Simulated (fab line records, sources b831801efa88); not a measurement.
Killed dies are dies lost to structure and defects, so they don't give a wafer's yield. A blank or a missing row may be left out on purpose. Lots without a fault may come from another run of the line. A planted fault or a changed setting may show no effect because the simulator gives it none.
Which tool did it? | flow sky130 | 6 lots, 18 wafers sampled, at 2 steps of a route of 708

WHAT THE GAUGES READ, wafer by wafer
SKY_NWELL_OVL_MEAS_23.
lot  | measured     | on         | NWELL_01_OVL (nm)
L460 | day 5 23:52  | overlay-01 | -0.4 2.2 0.2
L464 | day 7 01:58  | overlay-01 | 1.4 -1.4 1.3
L466 | day 7 11:49  | overlay-01 | 0.5 -1.7 -0.4
L476 | day 10 02:42 | overlay-02 | 2.3 2.8 1.5
L478 | day 10 16:05 | overlay-02 | 2.7 2.8 1.3
L480 | day 11 02:18 | overlay-02 | 1.3 0.9 1.3

WHICH TOOL RAN EACH LOT (tool, then ch and the chambers of the sampled wafers, then the start)
lot  | SKY_NWELL_EXPOSE_20
L460 | iline_stepper-01 ch 0, day 5 14:37
L464 | iline_stepper-02 ch 0, day 6 16:34
L466 | iline_stepper-02 ch 0, day 7 02:24
L476 | iline_stepper-02 ch 0, day 9 15:32
L478 | iline_stepper-01 ch 0, day 10 05:04
L480 | iline_stepper-02 ch 0, day 10 15:23
- SKY_NWELL_EXPOSE_20: exposes mask NWM COMPLEMENT, target cd 840 nm.

THE ANSWER, worked out from the rows above alone
Rule: what is usual is taken from the lots themselves. Put in order of their means at a reading, lots are off if they are a third of the lots or fewer, leave a main group of 4 or more, and stand apart from it by a gap of 3 or more times the standard deviation of the main group's means; of several such gaps the widest counts. A main group whose means are all the same, to the digits that the tables above print for the reading, isn't used. A lot without any number at a reading at which 4 lots or more have one is off too. The other lots that the step has rows for count as sound.
No lot is off at any reading shown: from this, nothing can be told.

WHAT THE SIMULATOR HAD PUT IN
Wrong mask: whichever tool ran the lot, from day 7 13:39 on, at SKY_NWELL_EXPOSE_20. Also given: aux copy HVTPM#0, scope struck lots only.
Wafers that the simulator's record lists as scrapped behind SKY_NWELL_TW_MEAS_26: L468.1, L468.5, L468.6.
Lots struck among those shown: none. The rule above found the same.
